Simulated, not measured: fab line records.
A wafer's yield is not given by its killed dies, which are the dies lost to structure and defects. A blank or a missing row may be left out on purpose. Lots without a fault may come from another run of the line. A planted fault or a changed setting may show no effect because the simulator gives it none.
fab line records	flow sky130	part 1 of 2: steps 1 to 22 of 33
[record] lots = 5	wafers = 15	last_day = 51
route steps=708 shown VIA4@656 METAL5@661 PASSIVATION@681
lots that met no fault: taken from a fault-free run of the same line
start_h: the number of hours between the record's first day and the start of the first shown wafer of the lot	wait_h: hours from the lot's prior step to this one	" as in the row above	L1.1+2: a single row standing in for several wafers	- no value, or no start was given	* or withheld: withheld	< > ~ a bound
route shown NAME@n: NAME is a module with steps in the file, n the number in the route of the first one	usual: mean and standard deviation over wafers with no fault	same: alike in all rows	chamber/n: place in a boat	sites: the reading at each site	_std_site: how widely they spread, as a standard deviation	_edge_site: outer sites' mean less inner sites'	radius_mm: how far each site lies from the wafer's centre	mask NAME#n: copy n	behind: the last tool/chamber to shape the wafer	hold: why the lot went on hold/how many hours it stayed there/how the hold came to an end	device: names the non-switching transistor (n, p or np)	end of line: the same wafers' tests at the end of the route	a step without rows: its recipe alone	killed: at the first sort, the dies lost to defects and structure; wafer yield is something else	map: a wafer's dies, marking killed ones x, the rest . and places with no die _
set.NAME: the setting the step ran with; set.NAME@STEP: the setting that earlier step ran with	model.NAME: the simulator's own value behind a step, which no gauge read
lots seen at some steps along the route; tables by step, rows by wafer
services: from which hour (start_h, from the record's first day; less than 0 if before it) a tool's chamber was out of use, for how many hours, and why
[[steps]]
[step SKY_VIA4_SPUTTER_17]
[recipe] material = TiN	target_thk_nm = 20	chamber_pressure_pa = 5	power_w = 4000	time_s = 80
[usual] throttle_valve_pct = 30.2/0.89
lot.wafer	tool	chamber	start_h	wait_h	throttle_valve_pct
L076.1	pvd_sputter-01	-	1049.36	0.0	31.1
L076.2	"	-	"	"	31.0
L076.6	"	-	"	"	31.0
L090.1	pvd_sputter-04	-	1146.63	0.0	29.8
L090.3	"	-	"	"	29.7
L090.4	"	-	"	"	30.6
L092.2	pvd_sputter-04	-	1150.01	0.0	29.7
L092.4	"	-	"	"	30.8
L092.5	"	-	"	"	30.0
L093.3	pvd_sputter-01	-	1160.74	0.0	31.5
L093.4	"	-	"	"	30.8
L093.5	"	-	"	"	31.7
L096.3	pvd_sputter-02	-	1165.45	0.0	28.8
L096.4	"	-	"	"	30.0
L096.6	"	-	"	"	29.6
[step SKY_VIA4_CVD_18]
[recipe] material = W	target_thk_nm = 505	time_s = 152.14	temp_c = 400	pressure_torr = 40
[usual] heater_power_w = 885/94
lot.wafer	tool	chamber	start_h	wait_h	heater_power_w
L076.1	cvd_w-01	1	1049.42	0.0	908
L076.2	"	0	"	"	997
L076.6	"	0	"	"	993
L090.1	cvd_w-01	1	1146.69	0.0	904
L090.3	"	0	"	"	1021
L090.4	"	1	"	"	887
L092.2	cvd_w-02	1	1150.07	0.0	916
L092.4	"	1	"	"	915
L092.5	"	0	"	"	736
L093.3	cvd_w-01	1	1160.85	0.1	876
L093.4	"	0	"	"	998
L093.5	"	0	"	"	1006
L096.3	cvd_w-02	1	1165.56	0.1	894
L096.4	"	0	"	"	731
L096.6	"	1	"	"	934
[step SKY_VIA4_RS_MEAS_19]
[recipe] thk_meas_gauge = four-point-probe	reads = W_of_VIA4_CVD_18+TiN_of_VIA4_SPUTTER_17
[usual] VIA4_W_RS = 0.2266/0.0024
lot.wafer	tool	chamber	start_h	wait_h	VIA4_W_RS[ohm/sq]
L076.1	film_metro-04	-	1049.57	0.1	0.2240
L076.2	"	-	"	"	0.2245
L076.6	"	-	"	"	0.2269
L090.1	film_metro-01	-	1146.84	0.1	0.2261
L090.3	"	-	"	"	0.2288
L090.4	"	-	"	"	0.2277
L092.2	film_metro-01	-	1150.24	0.1	0.2273
L092.4	"	-	"	"	0.2276
L092.5	"	-	"	"	0.2244
L093.3	film_metro-02	-	1160.99	0.1	0.2259
L093.4	"	-	"	"	0.2280
L093.5	"	-	"	"	0.2261
L096.3	film_metro-01	-	1165.71	0.1	0.2304
L096.4	"	-	"	"	0.2243
L096.6	"	-	"	"	0.2283
[step SKY_VIA4_THK_MEAS_20]
[recipe] thk_meas_gauge = xrf	reads = W_of_VIA4_CVD_18
[usual] VIA4_W_THK = 515/6.1
lot.wafer	tool	chamber	start_h	wait_h	VIA4_W_THK[nm]
L076.1	film_metro-04	-	1049.69	0.1	526
L076.2	"	-	"	"	521
L076.6	"	-	"	"	515
L090.1	film_metro-01	-	1146.96	0.1	511
L090.3	"	-	"	"	505
L090.4	"	-	"	"	508
L092.2	film_metro-01	-	1150.35	0.1	512
L092.4	"	-	"	"	511
L092.5	"	-	"	"	516
L093.3	film_metro-02	-	1161.09	0.1	514
L093.4	"	-	"	"	515
L093.5	"	-	"	"	515
L096.3	film_metro-01	-	1165.81	0.1	506
L096.4	"	-	"	"	519
L096.6	"	-	"	"	509
[step SKY_VIA4_CMP_21]
[recipe] stop_on = SiO2	t_overpolish_s = 25	down_force_psi = 3.5	platen_rpm = 60	target_thk_nm = 0	pad_velocity_m_s = 0.94248
[usual] motor_current_A = 11.1/1.1	overpolish_run_s = 25.000/0.0094	time_to_endpoint_s = 123/5
[same] t_overpolish_s = 25
lot.wafer	tool	chamber	start_h	wait_h	motor_current_A	overpolish_run_s	time_to_endpoint_s
L076.1	cmp-02	2	1049.83	0.1	10.4	25.010	120
L076.2	"	0	"	"	11.0	24.991	120
L076.6	"	2	"	"	11.0	25.014	116
L090.3	cmp-02	1	1147.07	0.1	13.1	24.996	120
L090.4	"	2	"	"	11.4	24.999	116
L090.1	"	3	"	"	13.3	25.005	129
L092.4	cmp-02	3	1150.50	0.1	12.5	25.002	125
L092.2	"	0	"	"	11.1	25.014	116
L092.5	"	2	"	"	11.0	24.997	118
L093.3	cmp-01	0	1161.18	0.1	10.0	25.012	115
L093.4	"	1	"	"	10.8	25.007	123
L093.5	"	0	"	"	10.4	25.000	114
L096.3	cmp-01	1	1165.90	0.1	11.0	25.010	125
L096.4	"	3	"	"	10.0	25.011	130
L096.6	"	1	"	"	11.1	24.999	124
[step SKY_METAL5_SPUTTER_00]
[recipe] material = Ti	target_thk_nm = 15	power_w = 3000	time_s = 10	chamber_pressure_pa = 0.4
[usual] throttle_valve_pct = 29.4/0.84
lot.wafer	tool	chamber	start_h	wait_h	throttle_valve_pct
L076.1	pvd_sputter-04	-	1050.13	0.2	29.9
L076.2	"	-	"	"	28.7
L076.6	"	-	"	"	29.5
L090.1	pvd_sputter-02	-	1147.32	0.1	28.8
L090.3	"	-	"	"	29.9
L090.4	"	-	"	"	28.5
L092.2	pvd_sputter-03	-	1150.70	0.1	28.2
L092.4	"	-	"	"	29.8
L092.5	"	-	"	"	28.1
L093.3	pvd_sputter-03	-	1161.43	0.2	28.0
L093.4	"	-	"	"	29.6
L093.5	"	-	"	"	28.2
L096.3	pvd_sputter-04	-	1166.15	0.2	29.9
L096.4	"	-	"	"	30.6
L096.6	"	-	"	"	28.8
[step SKY_METAL5_SPUTTER_01]
[recipe] material = TiN	target_thk_nm = 20	power_w = 6500	time_s = 16.7	chamber_pressure_pa = 0.4
[usual] throttle_valve_pct = 29.4/0.83
lot.wafer	tool	chamber	start_h	wait_h	throttle_valve_pct
L076.1	pvd_sputter-04	-	1050.15	0.0	29.9
L076.2	"	-	"	"	28.8
L076.6	"	-	"	"	29.6
L090.1	pvd_sputter-02	-	1147.34	0.0	28.4
L090.3	"	-	"	"	29.9
L090.4	"	-	"	"	28.5
L092.2	pvd_sputter-03	-	1150.72	0.0	28.2
L092.4	"	-	"	"	29.8
L092.5	"	-	"	"	27.9
L093.3	pvd_sputter-03	-	1161.46	0.0	28.2
L093.4	"	-	"	"	29.9
L093.5	"	-	"	"	28.0
L096.3	pvd_sputter-04	-	1166.17	0.0	30.1
L096.4	"	-	"	"	30.4
L096.6	"	-	"	"	29.0
[step SKY_METAL5_SPUTTER_02]
[recipe] material = AlCu	target_thk_nm = 1150	power_w = 10600	time_s = 61.2	chamber_pressure_pa = 0.4
[usual] throttle_valve_pct = 29.4/0.83
lot.wafer	tool	chamber	start_h	wait_h	throttle_valve_pct
L076.1	pvd_sputter-04	-	1050.18	0.0	30.1
L076.2	"	-	"	"	28.8
L076.6	"	-	"	"	29.7
L090.1	pvd_sputter-02	-	1147.37	0.0	28.2
L090.3	"	-	"	"	29.8
L090.4	"	-	"	"	28.6
L092.2	pvd_sputter-03	-	1150.75	0.0	28.2
L092.4	"	-	"	"	29.9
L092.5	"	-	"	"	27.9
L093.3	pvd_sputter-03	-	1161.48	0.0	28.0
L093.4	"	-	"	"	29.8
L093.5	"	-	"	"	27.9
L096.3	pvd_sputter-04	-	1166.19	0.0	30.2
L096.4	"	-	"	"	30.8
L096.6	"	-	"	"	28.7
[step SKY_METAL5_SPUTTER_03]
[recipe] material = Ti	target_thk_nm = 5	power_w = 3000	time_s = 3.3	chamber_pressure_pa = 0.4
[usual] throttle_valve_pct = 29.4/0.86
lot.wafer	tool	chamber	start_h	wait_h	throttle_valve_pct
L076.1	pvd_sputter-04	-	1050.23	0.0	29.9
L076.2	"	-	"	"	28.9
L076.6	"	-	"	"	29.6
L090.1	pvd_sputter-02	-	1147.42	0.0	28.6
L090.3	"	-	"	"	30.1
L090.4	"	-	"	"	28.9
L092.2	pvd_sputter-03	-	1150.80	0.0	28.2
L092.4	"	-	"	"	30.2
L092.5	"	-	"	"	28.1
L093.3	pvd_sputter-03	-	1161.53	0.0	28.0
L093.4	"	-	"	"	29.9
L093.5	"	-	"	"	27.9
L096.3	pvd_sputter-04	-	1166.24	0.0	29.9
L096.4	"	-	"	"	30.4
L096.6	"	-	"	"	28.6
[step SKY_METAL5_SPUTTER_04]
[recipe] material = TiN	target_thk_nm = 70	power_w = 6500	time_s = 58.3	chamber_pressure_pa = 0.4
[usual] throttle_valve_pct = 29.4/0.85
lot.wafer	tool	chamber	start_h	wait_h	throttle_valve_pct
L076.1	pvd_sputter-04	-	1050.25	0.0	30.2
L076.2	"	-	"	"	28.8
L076.6	"	-	"	"	29.7
L090.1	pvd_sputter-02	-	1147.44	0.0	28.5
L090.3	"	-	"	"	29.6
L090.4	"	-	"	"	28.6
L092.2	pvd_sputter-03	-	1150.82	0.0	28.0
L092.4	"	-	"	"	30.0
L092.5	"	-	"	"	27.9
L093.3	pvd_sputter-03	-	1161.55	0.0	28.0
L093.4	"	-	"	"	29.8
L093.5	"	-	"	"	28.0
L096.3	pvd_sputter-04	-	1166.26	0.0	30.1
L096.4	"	-	"	"	30.4
L096.6	"	-	"	"	28.7
[step SKY_METAL5_RS_MEAS_05]
[recipe] thk_meas_gauge = four-point-probe	reads = TiN_of_METAL5_SPUTTER_04+Ti_of_METAL5_SPUTTER_03+AlCu_of_METAL5_SPUTTER_02+TiN_of_METAL5_SPUTTER_01+Ti_of_METAL5_SPUTTER_00
[usual] METAL5_ALCU_RS = 0.0270/0.00034
lot.wafer	tool	chamber	start_h	wait_h	METAL5_ALCU_RS[ohm/sq]
L076.1	film_metro-04	-	1050.30	0.0	0.0270
L076.2	"	-	"	"	0.0272
L076.6	"	-	"	"	0.0269
L090.1	film_metro-03	-	1147.48	0.0	0.0271
L090.3	"	-	"	"	0.0271
L090.4	"	-	"	"	0.0272
L092.2	film_metro-03	-	1150.89	0.0	0.0265
L092.4	"	-	"	"	0.0269
L092.5	"	-	"	"	0.0272
L093.3	film_metro-04	-	1161.64	0.1	0.0266
L093.4	"	-	"	"	0.0269
L093.5	"	-	"	"	0.0266
L096.3	film_metro-01	-	1166.35	0.1	0.0272
L096.4	"	-	"	"	0.0272
L096.6	"	-	"	"	0.0276
[step SKY_METAL5_THK_MEAS_06]
[recipe] thk_meas_gauge = xrf	reads = AlCu_of_METAL5_SPUTTER_02
[usual] METAL5_ALCU_THK = 1117/16
lot.wafer	tool	chamber	start_h	wait_h	METAL5_ALCU_THK[nm]
L076.1	film_metro-04	-	1050.42	0.1	1117
L076.2	"	-	"	"	1106
L076.6	"	-	"	"	1126
L090.1	film_metro-03	-	1147.60	0.1	1113
L090.3	"	-	"	"	1120
L090.4	"	-	"	"	1112
L092.2	film_metro-03	-	1151.00	0.1	1141
L092.4	"	-	"	"	1123
L092.5	"	-	"	"	1114
L093.3	film_metro-04	-	1161.74	0.1	1137
L093.4	"	-	"	"	1123
L093.5	"	-	"	"	1137
L096.3	film_metro-01	-	1166.45	0.1	1115
L096.4	"	-	"	"	1113
L096.6	"	-	"	"	1099
[step SKY_METAL5_DEHYDRATE_07]
[recipe] temp_c = 200	time_s = 60
[usual] exhaust_pa = 44.9/0.95	resist_line_temp_C = 23.00/0.12
lot.wafer	tool	chamber	start_h	wait_h	exhaust_pa	resist_line_temp_C
L076.1	litho_track-04	0	1061.33	10.9	44.7	22.98
L076.2	"	0	"	"	44.6	23.01
L076.6	"	0	"	"	42.5	22.77
L090.1	litho_track-03	0	1157.02	9.4	44.0	22.89
L090.3	"	0	"	"	44.7	22.94
L090.4	"	0	"	"	44.8	22.99
L092.2	litho_track-03	0	1159.79	8.8	43.8	23.24
L092.4	"	0	"	"	42.6	23.09
L092.5	"	0	"	"	43.7	23.10
L093.3	litho_track-01	0	1170.15	8.4	44.7	22.99
L093.4	"	0	"	"	44.4	22.95
L093.5	"	0	"	"	44.7	22.92
L096.3	litho_track-03	0	1175.77	9.3	45.0	23.04
L096.4	"	0	"	"	44.2	23.04
L096.6	"	0	"	"	45.8	22.96
[step SKY_METAL5_HMDS_08]
[recipe] prime_time_s = 60	prime_temp_c = 120
[usual] exhaust_pa = 45.3/0.9	resist_line_temp_C = 23.00/0.1
lot.wafer	tool	chamber	start_h	wait_h	exhaust_pa	resist_line_temp_C
L076.1	litho_track-04	0	1061.48	0.1	44.5	23.18
L076.2	"	0	"	"	45.2	23.06
L076.6	"	0	"	"	45.5	23.11
L090.1	litho_track-03	0	1157.17	0.1	44.4	22.88
L090.3	"	0	"	"	46.6	23.04
L090.4	"	0	"	"	43.6	22.78
L092.2	litho_track-03	0	1159.94	0.1	47.2	22.94
L092.4	"	0	"	"	45.9	22.96
L092.5	"	0	"	"	45.0	23.08
L093.3	litho_track-01	0	1170.30	0.1	44.8	22.98
L093.4	"	0	"	"	46.5	23.15
L093.5	"	0	"	"	45.8	23.13
L096.3	litho_track-03	0	1175.92	0.1	45.2	23.02
L096.4	"	0	"	"	44.3	23.05
L096.6	"	0	"	"	45.5	22.96
[step SKY_METAL5_COAT_09]
[recipe] resist = NOVOLAK	spin_rpm = 3000	resist_thk_nm = 1800
[usual] exhaust_pa = 45.2/1	resist_line_temp_C = 23.00/0.085
lot.wafer	tool	chamber	start_h	wait_h	exhaust_pa	resist_line_temp_C
L076.1	litho_track-04	0	1061.63	0.1	45.1	22.93
L076.2	"	0	"	"	44.6	22.85
L076.6	"	0	"	"	46.3	22.95
L090.1	litho_track-03	0	1157.32	0.1	45.8	23.00
L090.3	"	0	"	"	44.7	23.02
L090.4	"	0	"	"	44.5	22.89
L092.2	litho_track-03	0	1160.09	0.1	46.8	22.99
L092.4	"	0	"	"	45.7	23.08
L092.5	"	0	"	"	46.6	22.98
L093.3	litho_track-01	0	1170.45	0.1	44.4	22.89
L093.4	"	0	"	"	44.6	22.91
L093.5	"	0	"	"	44.1	22.88
L096.3	litho_track-03	0	1176.07	0.1	45.3	23.07
L096.4	"	0	"	"	46.9	23.11
L096.6	"	0	"	"	45.8	23.11
[step SKY_METAL5_SOFTBAKE_10]
[recipe] temp_c = 90	time_s = 60	resist = NOVOLAK
[usual] exhaust_pa = 45.1/1	resist_line_temp_C = 22.99/0.1
lot.wafer	tool	chamber	start_h	wait_h	exhaust_pa	resist_line_temp_C
L076.1	litho_track-04	0	1061.78	0.1	47.3	22.98
L076.2	"	0	"	"	46.1	22.90
L076.6	"	0	"	"	45.6	23.00
L090.1	litho_track-03	0	1157.47	0.1	46.2	23.06
L090.3	"	0	"	"	44.0	23.10
L090.4	"	0	"	"	45.1	23.04
L092.2	litho_track-03	0	1160.24	0.1	43.3	22.96
L092.4	"	0	"	"	44.5	22.92
L092.5	"	0	"	"	44.2	22.89
L093.3	litho_track-01	0	1170.60	0.1	46.5	22.97
L093.4	"	0	"	"	46.9	23.05
L093.5	"	0	"	"	45.9	22.96
L096.3	litho_track-03	0	1176.22	0.1	44.5	23.06
L096.4	"	0	"	"	46.0	22.87
L096.6	"	0	"	"	45.6	22.97
[step SKY_METAL5_EXPOSE_11]
[recipe] mask_id = MM5	na = 0.6	source_shape = conventional	sigma_outer = 0.6	polarization = unpolarized	target_cd_nm = 1600	dose_mj = 190
[usual] stage_vel_mm_s = 499.98/0.26
[same] sigma_outer = 0.6
lot.wafer	tool	chamber	start_h	wait_h	mask	stage_vel_mm_s
L076.1	iline_stepper-01	0	-	-	MM5#0	499.89
L076.2	"	0	"	"	MM5#0	500.28
L076.6	"	0	"	"	MM5#0	500.21
L090.1	iline_stepper-02	0	-	-	MM5#0	500.17
L090.3	"	0	"	"	MM5#0	500.02
L090.4	"	0	"	"	MM5#0	499.99
L092.2	iline_stepper-02	0	-	-	MM5#0	499.88
L092.4	"	0	"	"	MM5#0	499.45
L092.5	"	0	"	"	MM5#0	500.16
L093.3	iline_stepper-02	0	-	-	MM5#0	499.93
L093.4	"	0	"	"	MM5#0	500.06
L093.5	"	0	"	"	MM5#0	500.07
L096.3	iline_stepper-02	0	-	-	MM5#0	499.94
L096.4	"	0	"	"	MM5#0	500.24
L096.6	"	0	"	"	MM5#0	500.26
[step SKY_METAL5_PEB_12]
[recipe] temp_c = withheld	time_s = *	resist = NOVOLAK
[usual] exhaust_pa = 45.0/0.9	resist_line_temp_C = *
lot.wafer	tool	chamber	start_h	wait_h	exhaust_pa	resist_line_temp_C
L076.1	litho_track-04	0	-	-	44.3	*
L076.2	"	0	"	"	44.9	*
L076.6	"	0	"	"	45.4	*
L090.1	litho_track-01	0	-	-	44.2	*
L090.3	"	0	"	"	45.6	*
L090.4	"	0	"	"	44.0	*
L092.2	litho_track-04	0	-	-	44.1	*
L092.4	"	0	"	"	44.9	*
L092.5	"	0	"	"	45.5	*
L093.3	litho_track-01	0	-	-	45.5	*
L093.4	"	0	"	"	44.7	*
L093.5	"	0	"	"	45.3	*
L096.3	litho_track-04	0	-	-	45.3	*
L096.4	"	0	"	"	45.3	*
L096.6	"	0	"	"	44.8	*
[step SKY_METAL5_DEVELOP_13]
[recipe] resist = NOVOLAK	developer = TMAH	develop_time_s = 60	dev_temp_c = 23
[usual] exhaust_pa = 44.8/0.94	resist_line_temp_C = 23.01/0.1
lot.wafer	tool	chamber	start_h	wait_h	exhaust_pa	resist_line_temp_C
L076.1	litho_track-04	0	1072.78	0.1	44.7	22.78
L076.2	"	0	"	"	43.7	22.90
L076.6	"	0	"	"	44.3	22.91
L090.1	litho_track-01	0	1166.30	0.1	44.9	22.97
L090.3	"	0	"	"	44.5	23.11
L090.4	"	0	"	"	45.6	23.20
L092.2	litho_track-04	0	1168.81	0.1	45.0	22.99
L092.4	"	0	"	"	43.8	23.19
L092.5	"	0	"	"	45.0	22.99
L093.3	litho_track-01	0	1180.15	0.1	43.6	23.04
L093.4	"	0	"	"	45.1	23.08
L093.5	"	0	"	"	45.7	22.98
L096.3	litho_track-04	0	1185.13	0.1	44.9	22.96
L096.4	"	0	"	"	44.3	22.96
L096.6	"	0	"	"	45.3	22.92
[step SKY_METAL5_DESCUM_14]
[recipe] chemistry = O2	source_power_w = 150	bias_power_w = 0	pressure_mtorr = 10	temp_c = 40	time_s = 11
[usual] drypump_motor_current_A = 5.6/0.34	oes_product_au = 0.998/0.0063
lot.wafer	tool	chamber	start_h	wait_h	drypump_motor_current_A	oes_product_au	rf_hours_counter_h
L076.1	rie_metal-02	1	1072.93	0.1	5.6	0.995	17
L076.2	"	0	"	"	6.1	0.997	8
L076.6	"	1	"	"	5.6	1.006	-
L090.1	rie_metal-04	0	1166.45	0.1	5.3	0.997	19
L090.3	"	1	"	"	5.6	1.002	-
L090.4	"	0	"	"	5.3	1.003	-
L092.2	rie_metal-01	1	1168.93	0.1	5.3	0.990	34
L092.4	"	0	"	"	6.1	0.996	-
L092.5	"	1	"	"	5.3	0.996	-
L093.3	rie_metal-02	0	1180.26	0.1	6.1	0.996	-
L093.4	"	1	"	"	5.6	1.003	-
L093.5	"	0	"	"	6.1	0.994	-
L096.3	rie_metal-01	1	1185.25	0.1	5.3	0.997	-
L096.4	"	0	"	"	6.2	0.993	-
L096.6	"	0	"	"	6.2	0.995	-
[step SKY_METAL5_METAL_ETCH_15]
[recipe] target_depth_a = 12600	stop_on = SiO2	over_etch_frac = 0.2	time_s = 252	chemistry = Cl2/BCl3	resist_sidewall_deg = 86	pressure_mtorr = 10	icp_w = 900	bias_w = 48.5	Cl2_flow_sccm = 60	bcl3_flow_sccm = 30
[usual] drypump_motor_current_A = 5.6/0.34	oes_product_au = 0.894/0.0055	throttle_valve_pct = 22.263/0.009
lot.wafer	tool	chamber	start_h	wait_h	drypump_motor_current_A	oes_product_au	rf_hours_counter_h	throttle_valve_pct
L076.1	rie_metal-02	1	1072.97	0.0	5.6	0.904	17	22.262
L076.2	"	0	"	"	6.1	0.895	8	22.263
L076.6	"	1	"	"	5.6	0.899	-	22.264
L090.1	rie_metal-04	0	1166.48	0.0	5.3	0.902	19	22.274
L090.3	"	1	"	"	5.6	0.890	-	22.266
L090.4	"	0	"	"	5.3	0.888	-	22.257
L092.2	rie_metal-01	1	1168.97	0.0	5.4	0.897	34	22.267
L092.4	"	0	"	"	6.2	0.885	-	22.256
L092.5	"	1	"	"	5.4	0.897	-	22.269
L093.3	rie_metal-02	0	1180.36	0.1	6.1	0.900	-	22.272
L093.4	"	1	"	"	5.6	0.894	-	22.275
L093.5	"	0	"	"	6.1	0.896	-	22.269
L096.3	rie_metal-01	1	1185.35	0.1	5.3	0.892	-	22.259
L096.4	"	0	"	"	6.2	0.896	-	22.255
L096.6	"	0	"	"	6.2	0.903	-	22.264
[step SKY_METAL5_STRIP_16]
[recipe] chemistry = O2/N2	power_w = 1400	pressure_mtorr = 1500	platen_temp_c = withheld	o2_flow_sccm = 3000	n2_flow_sccm = 300	overash_fraction = 0.5
[usual] drypump_motor_current_A = 5.8/0.64	oes_product_au = 0.711/0.0043	strip_time_to_endpoint_s = 13.10/0.076
lot.wafer	tool	chamber	start_h	wait_h	drypump_motor_current_A	oes_product_au	rf_hours_counter_h	strip_time_to_endpoint_s
L076.1	plasma_asher-04	0	1073.20	0.2	5.9	0.706	1	13.04
L076.2	"	1	"	"	6.5	0.714	1	13.15
L076.6	"	0	"	"	5.9	0.717	-	13.04
L090.1	plasma_asher-02	1	1166.72	0.2	4.7	0.711	31	13.07
L090.3	"	1	"	"	4.7	0.711	-	13.08
L090.4	"	0	"	"	6.2	0.711	-	13.13
L092.2	plasma_asher-02	1	1169.20	0.2	4.7	0.715	32	13.22
L092.4	"	1	"	"	4.7	0.715	-	13.09
L092.5	"	0	"	"	6.2	0.710	-	13.17
L093.3	plasma_asher-01	1	1180.55	0.1	6.2	0.704	-	13.13
L093.4	"	0	"	"	5.4	0.710	-	13.15
L093.5	"	1	"	"	6.2	0.703	-	13.15
L096.3	plasma_asher-02	0	1185.54	0.1	6.2	0.711	-	13.05
L096.4	"	1	"	"	4.7	0.715	-	13.05
L096.6	"	0	"	"	6.2	0.704	-	13.04
